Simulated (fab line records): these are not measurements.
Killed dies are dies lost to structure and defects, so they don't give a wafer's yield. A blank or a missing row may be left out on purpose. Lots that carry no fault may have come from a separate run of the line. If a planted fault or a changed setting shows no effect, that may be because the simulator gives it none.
fab line records / flow gf180mcu / part 2 of 2: steps 28 to 34 of 34
record: lots: 5 wafers: 15 last_day: 33
route steps=602 shown M4@475 V4@476 MIM@503
lots that met no fault: taken from a fault-free run of the same line
start_h: start of the lot's first displayed wafer, in hours after the record's first day / wait_h: hours from the lot's prior step to this one / " repeats the value in the row above / L1.1+2: a single row standing in for several wafers / - either no value or no given start / * or withheld: withheld / < > ~ a bound
route shown NAME@n: names a module that has steps shown in the file, with the first one's number in the route / usual: mean/standard deviation taken from wafers without a fault / same: alike in all rows / chamber/n: place in a boat / sites: readings site by site / _std_site: how widely they spread, as a standard deviation / _edge_site: inner sites' mean taken away from outer sites' mean / radius_mm: how far each site lies from the wafer's centre / mask NAME#n: copy n / behind: the tool/chamber that last shaped the wafer / hold: the reason the lot was held/the length of the hold in hours/how it ended / device: transistor that didn't switch, given as n, p or np / end of line: tests of these same wafers at the route's end / for a step that has no rows: nothing shown but its recipe / killed: dies lost to structure and defects at the first sort, not the wafer's yield / map: the dies of a wafer, with x for killed, . for not killed, _ for no die there
set.NAME: the setting that was run; set.NAME@STEP: the one run at that earlier step / model.NAME: the simulator's own value behind a step, which no gauge read
a table for each step, a row for each wafer; lots at some steps of the route
services: when a tool's chamber went out of use (start_h, in hours from the record's first day, below 0 if earlier), for how many hours, and the reason
== steps ==
step: GF_V4_CMP_26
recipe: stop_on: SiO2 down_force_psi: 3.5 platen_rpm: 60 t_overpolish_s: 15 target_thk_nm: 0 pad_velocity_m_s: 0.94248
usual: motor_current_A: 11.3/0.94 overpolish_run_s: 15.000/0.0099 time_to_endpoint_s: 85.2/3
lot.wafer=L083.2 tool=cmp-01 chamber=0 start_h=647.85 wait_h=0.1 motor_current_A=11.3 overpolish_run_s=15.016 time_to_endpoint_s=83.0
lot.wafer=L083.4 tool=cmp-01 chamber=2 start_h=647.85 wait_h=0.1 motor_current_A=10.2 overpolish_run_s=14.993 time_to_endpoint_s=87.5
lot.wafer=L083.5 tool=cmp-01 chamber=3 start_h=647.85 wait_h=0.1 motor_current_A=11.4 overpolish_run_s=14.989 time_to_endpoint_s=85.1
lot.wafer=L086.2 tool=cmp-01 chamber=1 start_h=666.92 wait_h=0.1 motor_current_A=10.2 overpolish_run_s=14.976 time_to_endpoint_s=89.3
lot.wafer=L086.3 tool=cmp-01 chamber=2 start_h=666.92 wait_h=0.1 motor_current_A=9.4 overpolish_run_s=14.996 time_to_endpoint_s=84.7
lot.wafer=L086.4 tool=cmp-01 chamber=3 start_h=666.92 wait_h=0.1 motor_current_A=11.3 overpolish_run_s=14.999 time_to_endpoint_s=85.1
lot.wafer=L092.4 tool=cmp-01 chamber=0 start_h=697.99 wait_h=0.0 motor_current_A=12.3 overpolish_run_s=15.000 time_to_endpoint_s=81.7
lot.wafer=L092.2 tool=cmp-01 chamber=1 start_h=697.99 wait_h=0.0 motor_current_A=9.6 overpolish_run_s=14.985 time_to_endpoint_s=86.7
lot.wafer=L092.1 tool=cmp-01 chamber=3 start_h=697.99 wait_h=0.0 motor_current_A=11.5 overpolish_run_s=15.010 time_to_endpoint_s=85.7
lot.wafer=L091.1 tool=cmp-01 chamber=1 start_h=699.68 wait_h=0.1 motor_current_A=10.3 overpolish_run_s=15.015 time_to_endpoint_s=87.7
lot.wafer=L091.6 tool=cmp-01 chamber=3 start_h=699.68 wait_h=0.1 motor_current_A=11.4 overpolish_run_s=14.984 time_to_endpoint_s=80.7
lot.wafer=L091.5 tool=cmp-01 chamber=0 start_h=699.68 wait_h=0.1 motor_current_A=12.2 overpolish_run_s=14.977 time_to_endpoint_s=84.6
lot.wafer=L093.3 tool=cmp-02 chamber=3 start_h=712.92 wait_h=0.1 motor_current_A=13.6 overpolish_run_s=15.013 time_to_endpoint_s=86.5
lot.wafer=L093.5 tool=cmp-02 chamber=2 start_h=712.92 wait_h=0.1 motor_current_A=11.4 overpolish_run_s=15.023 time_to_endpoint_s=86.6
lot.wafer=L093.6 tool=cmp-02 chamber=3 start_h=712.92 wait_h=0.1 motor_current_A=13.0 overpolish_run_s=14.986 time_to_endpoint_s=84.0
step: GF_MIM_SPUTTER_00
recipe: material: Ti target_thk_nm: 37.5 arriving_ion_energy_ev: 80 substrate_temp_c: 200 chamber_pressure_pa: 2 power_w: 4000 time_s: 150
usual: cathode_dc_power_W: 4000.1/0.79 substrate_temp_c: 200.00/0.16 throttle_valve_pct: 29.6/1.2
lot.wafer=L083.2 tool=pvd_sputter-02 chamber=- start_h=648.10 wait_h=0.2 cathode_dc_power_W=4001.2 substrate_temp_c=200.43 throttle_valve_pct=30.1
lot.wafer=L083.4 tool=pvd_sputter-02 chamber=- start_h=648.10 wait_h=0.2 cathode_dc_power_W=3999.8 substrate_temp_c=199.82 throttle_valve_pct=28.3
lot.wafer=L083.5 tool=pvd_sputter-02 chamber=- start_h=648.10 wait_h=0.2 cathode_dc_power_W=4000.0 substrate_temp_c=200.56 throttle_valve_pct=29.9
lot.wafer=L086.2 tool=pvd_sputter-01 chamber=- start_h=667.17 wait_h=0.2 cathode_dc_power_W=4000.9 substrate_temp_c=199.83 throttle_valve_pct=28.7
lot.wafer=L086.3 tool=pvd_sputter-01 chamber=- start_h=667.17 wait_h=0.2 cathode_dc_power_W=4001.2 substrate_temp_c=199.90 throttle_valve_pct=30.5
lot.wafer=L086.4 tool=pvd_sputter-01 chamber=- start_h=667.17 wait_h=0.2 cathode_dc_power_W=3999.5 substrate_temp_c=199.85 throttle_valve_pct=29.4
lot.wafer=L092.1 tool=pvd_sputter-04 chamber=- start_h=698.29 wait_h=0.1 cathode_dc_power_W=3999.1 substrate_temp_c=199.91 throttle_valve_pct=31.6
lot.wafer=L092.2 tool=pvd_sputter-04 chamber=- start_h=698.29 wait_h=0.1 cathode_dc_power_W=3999.2 substrate_temp_c=200.06 throttle_valve_pct=28.7
lot.wafer=L092.4 tool=pvd_sputter-04 chamber=- start_h=698.29 wait_h=0.1 cathode_dc_power_W=3999.0 substrate_temp_c=200.23 throttle_valve_pct=30.0
lot.wafer=L091.1 tool=pvd_sputter-01 chamber=- start_h=699.88 wait_h=0.1 cathode_dc_power_W=3998.8 substrate_temp_c=200.06 throttle_valve_pct=29.2
lot.wafer=L091.5 tool=pvd_sputter-01 chamber=- start_h=699.88 wait_h=0.1 cathode_dc_power_W=4000.3 substrate_temp_c=200.11 throttle_valve_pct=30.5
lot.wafer=L091.6 tool=pvd_sputter-01 chamber=- start_h=699.88 wait_h=0.1 cathode_dc_power_W=4000.4 substrate_temp_c=200.02 throttle_valve_pct=29.2
lot.wafer=L093.3 tool=pvd_sputter-04 chamber=- start_h=713.17 wait_h=0.2 cathode_dc_power_W=4001.3 substrate_temp_c=199.70 throttle_valve_pct=28.9
lot.wafer=L093.5 tool=pvd_sputter-04 chamber=- start_h=713.17 wait_h=0.2 cathode_dc_power_W=4000.7 substrate_temp_c=200.26 throttle_valve_pct=30.1
lot.wafer=L093.6 tool=pvd_sputter-04 chamber=- start_h=713.17 wait_h=0.2 cathode_dc_power_W=3999.1 substrate_temp_c=199.82 throttle_valve_pct=31.3
step: GF_MIM_SPUTTER_01
recipe: material: TiN target_thk_nm: 30 power_w: 6500 time_s: 25 chamber_pressure_pa: 0.4
usual: cathode_dc_power_W: 6500.0/1.2 throttle_valve_pct: 29.6/1.3
lot.wafer=L083.2 tool=pvd_sputter-02 chamber=- start_h=648.20 wait_h=0.1 cathode_dc_power_W=6501.5 throttle_valve_pct=30.0
lot.wafer=L083.4 tool=pvd_sputter-02 chamber=- start_h=648.20 wait_h=0.1 cathode_dc_power_W=6500.1 throttle_valve_pct=28.4
lot.wafer=L083.5 tool=pvd_sputter-02 chamber=- start_h=648.20 wait_h=0.1 cathode_dc_power_W=6501.7 throttle_valve_pct=30.0
lot.wafer=L086.2 tool=pvd_sputter-01 chamber=- start_h=667.27 wait_h=0.1 cathode_dc_power_W=6498.4 throttle_valve_pct=28.7
lot.wafer=L086.3 tool=pvd_sputter-01 chamber=- start_h=667.27 wait_h=0.1 cathode_dc_power_W=6498.6 throttle_valve_pct=30.5
lot.wafer=L086.4 tool=pvd_sputter-01 chamber=- start_h=667.27 wait_h=0.1 cathode_dc_power_W=6500.0 throttle_valve_pct=29.3
lot.wafer=L092.1 tool=pvd_sputter-04 chamber=- start_h=698.39 wait_h=0.1 cathode_dc_power_W=6500.0 throttle_valve_pct=31.7
lot.wafer=L092.2 tool=pvd_sputter-04 chamber=- start_h=698.39 wait_h=0.1 cathode_dc_power_W=6501.0 throttle_valve_pct=29.0
lot.wafer=L092.4 tool=pvd_sputter-04 chamber=- start_h=698.39 wait_h=0.1 cathode_dc_power_W=6502.1 throttle_valve_pct=30.2
lot.wafer=L091.1 tool=pvd_sputter-01 chamber=- start_h=699.98 wait_h=0.1 cathode_dc_power_W=6500.4 throttle_valve_pct=29.4
lot.wafer=L091.5 tool=pvd_sputter-01 chamber=- start_h=699.98 wait_h=0.1 cathode_dc_power_W=6499.4 throttle_valve_pct=30.0
lot.wafer=L091.6 tool=pvd_sputter-01 chamber=- start_h=699.98 wait_h=0.1 cathode_dc_power_W=6500.7 throttle_valve_pct=29.1
lot.wafer=L093.3 tool=pvd_sputter-04 chamber=- start_h=713.27 wait_h=0.1 cathode_dc_power_W=6501.1 throttle_valve_pct=28.5
lot.wafer=L093.5 tool=pvd_sputter-04 chamber=- start_h=713.27 wait_h=0.1 cathode_dc_power_W=6500.5 throttle_valve_pct=29.6
lot.wafer=L093.6 tool=pvd_sputter-04 chamber=- start_h=713.27 wait_h=0.1 cathode_dc_power_W=6501.3 throttle_valve_pct=31.2
step: GF_MIM_SPUTTER_02
recipe: material: AlCu target_thk_nm: 450 power_w: 10600 time_s: 23.9 chamber_pressure_pa: 0.4
usual: cathode_dc_power_W: 10600/1.8 throttle_valve_pct: 29.6/1.2
lot.wafer=L083.2 tool=pvd_sputter-02 chamber=- start_h=648.23 wait_h=0.0 cathode_dc_power_W=10600 throttle_valve_pct=30.1
lot.wafer=L083.4 tool=pvd_sputter-02 chamber=- start_h=648.23 wait_h=0.0 cathode_dc_power_W=10601 throttle_valve_pct=28.3
lot.wafer=L083.5 tool=pvd_sputter-02 chamber=- start_h=648.23 wait_h=0.0 cathode_dc_power_W=10600 throttle_valve_pct=29.9
lot.wafer=L086.2 tool=pvd_sputter-01 chamber=- start_h=667.30 wait_h=0.0 cathode_dc_power_W=10600 throttle_valve_pct=29.1
lot.wafer=L086.3 tool=pvd_sputter-01 chamber=- start_h=667.30 wait_h=0.0 cathode_dc_power_W=10597 throttle_valve_pct=30.2
lot.wafer=L086.4 tool=pvd_sputter-01 chamber=- start_h=667.30 wait_h=0.0 cathode_dc_power_W=10599 throttle_valve_pct=29.3
lot.wafer=L092.1 tool=pvd_sputter-04 chamber=- start_h=698.42 wait_h=0.0 cathode_dc_power_W=10598 throttle_valve_pct=31.7
lot.wafer=L092.2 tool=pvd_sputter-04 chamber=- start_h=698.42 wait_h=0.0 cathode_dc_power_W=10598 throttle_valve_pct=28.8
lot.wafer=L092.4 tool=pvd_sputter-04 chamber=- start_h=698.42 wait_h=0.0 cathode_dc_power_W=10601 throttle_valve_pct=30.0
lot.wafer=L091.1 tool=pvd_sputter-01 chamber=- start_h=700.01 wait_h=0.0 cathode_dc_power_W=10599 throttle_valve_pct=29.3
lot.wafer=L091.5 tool=pvd_sputter-01 chamber=- start_h=700.01 wait_h=0.0 cathode_dc_power_W=10600 throttle_valve_pct=30.3
lot.wafer=L091.6 tool=pvd_sputter-01 chamber=- start_h=700.01 wait_h=0.0 cathode_dc_power_W=10603 throttle_valve_pct=29.3
lot.wafer=L093.3 tool=pvd_sputter-04 chamber=- start_h=713.30 wait_h=0.0 cathode_dc_power_W=10599 throttle_valve_pct=28.7
lot.wafer=L093.5 tool=pvd_sputter-04 chamber=- start_h=713.30 wait_h=0.0 cathode_dc_power_W=10600 throttle_valve_pct=29.9
lot.wafer=L093.6 tool=pvd_sputter-04 chamber=- start_h=713.30 wait_h=0.0 cathode_dc_power_W=10602 throttle_valve_pct=31.4
step: GF_MIM_SPUTTER_03
recipe: material: Ti target_thk_nm: 10 substrate_temp_c: 300 chamber_pressure_pa: 0.3 power_w: 3000 time_s: 6.7
usual: cathode_dc_power_W: 3000.0/0.55 substrate_temp_c: 300.00/0.18 throttle_valve_pct: 29.6/1.2
lot.wafer=L083.2 tool=pvd_sputter-02 chamber=- start_h=648.26 wait_h=0.0 cathode_dc_power_W=3000.6 substrate_temp_c=300.32 throttle_valve_pct=29.8
lot.wafer=L083.4 tool=pvd_sputter-02 chamber=- start_h=648.26 wait_h=0.0 cathode_dc_power_W=2999.8 substrate_temp_c=300.23 throttle_valve_pct=28.6
lot.wafer=L083.5 tool=pvd_sputter-02 chamber=- start_h=648.26 wait_h=0.0 cathode_dc_power_W=3000.6 substrate_temp_c=300.27 throttle_valve_pct=29.9
lot.wafer=L086.2 tool=pvd_sputter-01 chamber=- start_h=667.33 wait_h=0.0 cathode_dc_power_W=2999.6 substrate_temp_c=299.90 throttle_valve_pct=28.7
lot.wafer=L086.3 tool=pvd_sputter-01 chamber=- start_h=667.33 wait_h=0.0 cathode_dc_power_W=3000.3 substrate_temp_c=300.02 throttle_valve_pct=30.4
lot.wafer=L086.4 tool=pvd_sputter-01 chamber=- start_h=667.33 wait_h=0.0 cathode_dc_power_W=3000.8 substrate_temp_c=300.17 throttle_valve_pct=29.5
lot.wafer=L092.1 tool=pvd_sputter-04 chamber=- start_h=698.45 wait_h=0.0 cathode_dc_power_W=3000.1 substrate_temp_c=299.86 throttle_valve_pct=31.4
lot.wafer=L092.2 tool=pvd_sputter-04 chamber=- start_h=698.45 wait_h=0.0 cathode_dc_power_W=2999.3 substrate_temp_c=300.24 throttle_valve_pct=29.0
lot.wafer=L092.4 tool=pvd_sputter-04 chamber=- start_h=698.45 wait_h=0.0 cathode_dc_power_W=2999.1 substrate_temp_c=300.01 throttle_valve_pct=30.0
lot.wafer=L091.1 tool=pvd_sputter-01 chamber=- start_h=700.04 wait_h=0.0 cathode_dc_power_W=2999.9 substrate_temp_c=299.96 throttle_valve_pct=29.4
lot.wafer=L091.5 tool=pvd_sputter-01 chamber=- start_h=700.04 wait_h=0.0 cathode_dc_power_W=2999.6 substrate_temp_c=299.89 throttle_valve_pct=30.3
lot.wafer=L091.6 tool=pvd_sputter-01 chamber=- start_h=700.04 wait_h=0.0 cathode_dc_power_W=3001.3 substrate_temp_c=300.19 throttle_valve_pct=29.3
lot.wafer=L093.3 tool=pvd_sputter-04 chamber=- start_h=713.33 wait_h=0.0 cathode_dc_power_W=3000.6 substrate_temp_c=300.02 throttle_valve_pct=29.0
lot.wafer=L093.5 tool=pvd_sputter-04 chamber=- start_h=713.33 wait_h=0.0 cathode_dc_power_W=2999.2 substrate_temp_c=299.74 throttle_valve_pct=30.2
lot.wafer=L093.6 tool=pvd_sputter-04 chamber=- start_h=713.33 wait_h=0.0 cathode_dc_power_W=3000.2 substrate_temp_c=299.98 throttle_valve_pct=31.2
step: GF_MIM_SPUTTER_04
recipe: material: TiN target_thk_nm: 50 power_w: 6500 time_s: 41.7 chamber_pressure_pa: 0.4
usual: cathode_dc_power_W: 6500.0/1.3 throttle_valve_pct: 29.6/1.2
lot.wafer=L083.2 tool=pvd_sputter-02 chamber=- start_h=648.28 wait_h=0.0 cathode_dc_power_W=6499.6 throttle_valve_pct=29.8
lot.wafer=L083.4 tool=pvd_sputter-02 chamber=- start_h=648.28 wait_h=0.0 cathode_dc_power_W=6500.8 throttle_valve_pct=28.4
lot.wafer=L083.5 tool=pvd_sputter-02 chamber=- start_h=648.28 wait_h=0.0 cathode_dc_power_W=6500.9 throttle_valve_pct=30.0
lot.wafer=L086.2 tool=pvd_sputter-01 chamber=- start_h=667.35 wait_h=0.0 cathode_dc_power_W=6502.0 throttle_valve_pct=28.7
lot.wafer=L086.3 tool=pvd_sputter-01 chamber=- start_h=667.35 wait_h=0.0 cathode_dc_power_W=6499.6 throttle_valve_pct=30.4
lot.wafer=L086.4 tool=pvd_sputter-01 chamber=- start_h=667.35 wait_h=0.0 cathode_dc_power_W=6500.3 throttle_valve_pct=29.3
lot.wafer=L092.1 tool=pvd_sputter-04 chamber=- start_h=698.47 wait_h=0.0 cathode_dc_power_W=6499.8 throttle_valve_pct=31.5
lot.wafer=L092.2 tool=pvd_sputter-04 chamber=- start_h=698.47 wait_h=0.0 cathode_dc_power_W=6501.5 throttle_valve_pct=28.9
lot.wafer=L092.4 tool=pvd_sputter-04 chamber=- start_h=698.47 wait_h=0.0 cathode_dc_power_W=6499.1 throttle_valve_pct=29.9
lot.wafer=L091.1 tool=pvd_sputter-01 chamber=- start_h=700.06 wait_h=0.0 cathode_dc_power_W=6501.0 throttle_valve_pct=29.3
lot.wafer=L091.5 tool=pvd_sputter-01 chamber=- start_h=700.06 wait_h=0.0 cathode_dc_power_W=6498.9 throttle_valve_pct=30.5
lot.wafer=L091.6 tool=pvd_sputter-01 chamber=- start_h=700.06 wait_h=0.0 cathode_dc_power_W=6497.9 throttle_valve_pct=29.2
lot.wafer=L093.3 tool=pvd_sputter-04 chamber=- start_h=713.35 wait_h=0.0 cathode_dc_power_W=6501.1 throttle_valve_pct=28.4
lot.wafer=L093.5 tool=pvd_sputter-04 chamber=- start_h=713.35 wait_h=0.0 cathode_dc_power_W=6498.8 throttle_valve_pct=30.4
lot.wafer=L093.6 tool=pvd_sputter-04 chamber=- start_h=713.35 wait_h=0.0 cathode_dc_power_W=6501.2 throttle_valve_pct=31.3
step: GF_MIM_CVD_05
recipe: material: Si3N4 target_thk_nm: 42 temp_max_c: 400 temp_c: 385 time_s: 29.086 rf_w: 450
usual: heater_power_w: 684/83
lot.wafer=L083.2 tool=pecvd-03 chamber=0 start_h=648.32 wait_h=0.0 heater_power_w=632
lot.wafer=L083.4 tool=pecvd-03 chamber=1 start_h=648.32 wait_h=0.0 heater_power_w=836
lot.wafer=L083.5 tool=pecvd-03 chamber=0 start_h=648.32 wait_h=0.0 heater_power_w=633
lot.wafer=L086.2 tool=pecvd-04 chamber=2 start_h=667.39 wait_h=0.0 heater_power_w=776
lot.wafer=L086.3 tool=pecvd-04 chamber=0 start_h=667.39 wait_h=0.0 heater_power_w=677
lot.wafer=L086.4 tool=pecvd-04 chamber=0 start_h=667.39 wait_h=0.0 heater_power_w=673
lot.wafer=L092.1 tool=pecvd-01 chamber=2 start_h=698.51 wait_h=0.0 heater_power_w=655
lot.wafer=L092.2 tool=pecvd-01 chamber=0 start_h=698.51 wait_h=0.0 heater_power_w=572
lot.wafer=L092.4 tool=pecvd-01 chamber=2 start_h=698.51 wait_h=0.0 heater_power_w=641
lot.wafer=L091.1 tool=pecvd-03 chamber=0 start_h=700.10 wait_h=0.0 heater_power_w=605
lot.wafer=L091.5 tool=pecvd-03 chamber=0 start_h=700.10 wait_h=0.0 heater_power_w=605
lot.wafer=L091.6 tool=pecvd-03 chamber=2 start_h=700.10 wait_h=0.0 heater_power_w=697
lot.wafer=L093.3 tool=pecvd-03 chamber=1 start_h=713.39 wait_h=0.0 heater_power_w=838
lot.wafer=L093.5 tool=pecvd-03 chamber=2 start_h=713.39 wait_h=0.0 heater_power_w=580
lot.wafer=L093.6 tool=pecvd-03 chamber=1 start_h=713.39 wait_h=0.0 heater_power_w=833
== services ==
tool=krf_scanner-02 chamber=- start_h=608.78 hours=1.3 kind=pm
tool=krf_scanner-01 chamber=- start_h=614.37 hours=0.8 kind=pm
tool=plasma_asher-03 chamber=- start_h=614.87 hours=2.1 kind=repair
tool=krf_scanner-02 chamber=- start_h=615.12 hours=0.8 kind=pm
tool=krf_scanner-02 chamber=- start_h=616.43 hours=4.4 kind=repair
tool=cmp-01 chamber=- start_h=618.35 hours=7.0 kind=pm
tool=wet_bench-01 chamber=- start_h=624.77 hours=1.9 kind=pm
tool=cmp-02 chamber=- start_h=625.36 hours=3.4 kind=pm
tool=rie_diel-01 chamber=0 start_h=629.51 hours=9.7 kind=repair
tool=pvd_sputter-02 chamber=- start_h=636.00 hours=3.1 kind=repair
tool=pecvd-04 chamber=- start_h=643.22 hours=2.9 kind=repair
tool=plasma_asher-03 chamber=- start_h=647.54 hours=4.5 kind=repair
tool=pecvd-01 chamber=1 start_h=648.80 hours=20.7 kind=repair
tool=krf_scanner-02 chamber=- start_h=661.54 hours=1.0 kind=repair
tool=cmp-02 chamber=- start_h=666.25 hours=6.4 kind=pm
tool=pecvd-03 chamber=0 start_h=669.75 hours=11.9 kind=repair
tool=pvd_sputter-03 chamber=- start_h=683.69 hours=2.2 kind=repair
tool=cvd_w-01 chamber=- start_h=688.64 hours=0.9 kind=repair
tool=cmp-01 chamber=- start_h=689.86 hours=1.6 kind=repair
tool=rie_diel-04 chamber=1 start_h=698.01 hours=10.7 kind=repair
tool=krf_scanner-02 chamber=- start_h=703.83 hours=1.0 kind=pm
tool=rie_diel-01 chamber=2 start_h=706.25 hours=3.1 kind=repair
tool=cmp-02 chamber=- start_h=707.93 hours=1.9 kind=repair
tool=plasma_asher-03 chamber=- start_h=709.34 hours=2.8 kind=pm
